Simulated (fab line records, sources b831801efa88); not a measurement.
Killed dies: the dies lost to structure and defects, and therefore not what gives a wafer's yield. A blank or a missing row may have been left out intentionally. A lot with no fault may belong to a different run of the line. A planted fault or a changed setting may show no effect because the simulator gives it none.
2 desks looking at one fault | flow sky130 | only its own numbers are on each desk; what lay behind them is given at the end

## FOR THE TOOL OWNER'S DESK: implanter-03
The tool's own readings at SKY_SD_N_IMPLANT_10: means of the sampled wafers that have a number, for each lot that ran on this tool. Marked OUT: a lot whose mean sits more than 4 standard deviations from the usual mean, which makes it out of limits; the brackets give that distance.
Columns: A = doseIonsCm2 at SKY_SD_N_IMPLANT_10, usual 9.999e+13; B = endStationPressureTorr at SKY_SD_N_IMPLANT_10, usual 5.36e-06 Torr; C = faradayCurrentUA at SKY_SD_N_IMPLANT_10, usual 501
lot  | first seen here | A                           | B        | C
L115 | day 28 09:22    | 9.999e+13                   | 5.13e-06 | 433
L118 | day 29 14:41    | 9.990e+13                   | 5.33e-06 | 447
L122 | day 30 19:19    | 1.000e+14                   | 5.44e-06 | 440
L128 | day 32 13:21    | 1.585e+13 (-99 or more) OUT | 5.00e-06 | 88 (-9.8) OUT
L129 | day 32 23:05    | 1.580e+13 (-99 or more) OUT | 4.95e-06 | 90 (-9.8) OUT
This desk finds L128, L129 out of limits, L128 being first, at day 32 13:21 (doseIonsCm2 at SKY_SD_N_IMPLANT_10). L115, L118, L122 stayed within limits.

## THE METROLOGY DESK
What the gauges read, lot by lot, whatever tool the lot ran on: means of the sampled wafers that have a number. Marked OUT: a lot whose mean sits more than 4 standard deviations from the usual mean, which makes it out of limits; the brackets give that distance.
Columns: A = SD_N_RS at SKY_SD_N_RS_MEAS_16, usual 68.85 ohm/sq
lot  | first seen here | A
L115 | day 28 09:53    | 68.81
L118 | day 29 15:13    | 68.91
L119 | day 29 19:53    | 68.96
L122 | day 30 19:50    | 68.99
L128 | day 32 13:53    | 70.75 (+12) OUT
L129 | day 32 23:37    | 70.91 (+13) OUT
L130 | day 33 15:18    | 69.02
L131 | day 33 19:52    | 68.83
L132 | day 33 22:28    | 68.92
L136 | day 35 02:53    | 68.62
L137 | day 36 02:38    | 68.55
This desk finds L128, L129 out of limits, with the earliest case on L128 at day 32 13:53 (SD_N_RS at SKY_SD_N_RS_MEAS_16). L115, L118, L119, L122, L130, L131, L132, L136, L137 stayed within limits.

## BROUGHT TOGETHER
At day 32 13:21, on L128, L129, the tool owner's desk was in a position to raise an alarm.
On L128, L129, the metrology desk was in a position to raise an alarm at day 32 13:53.
SKY_SD_N_IMPLANT_10 was run on implanter-03 by each of the lots named.

## WHAT THE SIMULATOR PUT IN
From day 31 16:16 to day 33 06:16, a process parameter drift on implanter-03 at SKY_SD_N_IMPLANT_10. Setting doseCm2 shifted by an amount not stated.
Shown lots that were struck: L128, L129.
Time in hours from fault onset to the first out-of-limits reading at each desk: tool owner's desk 21, metrology desk 22.
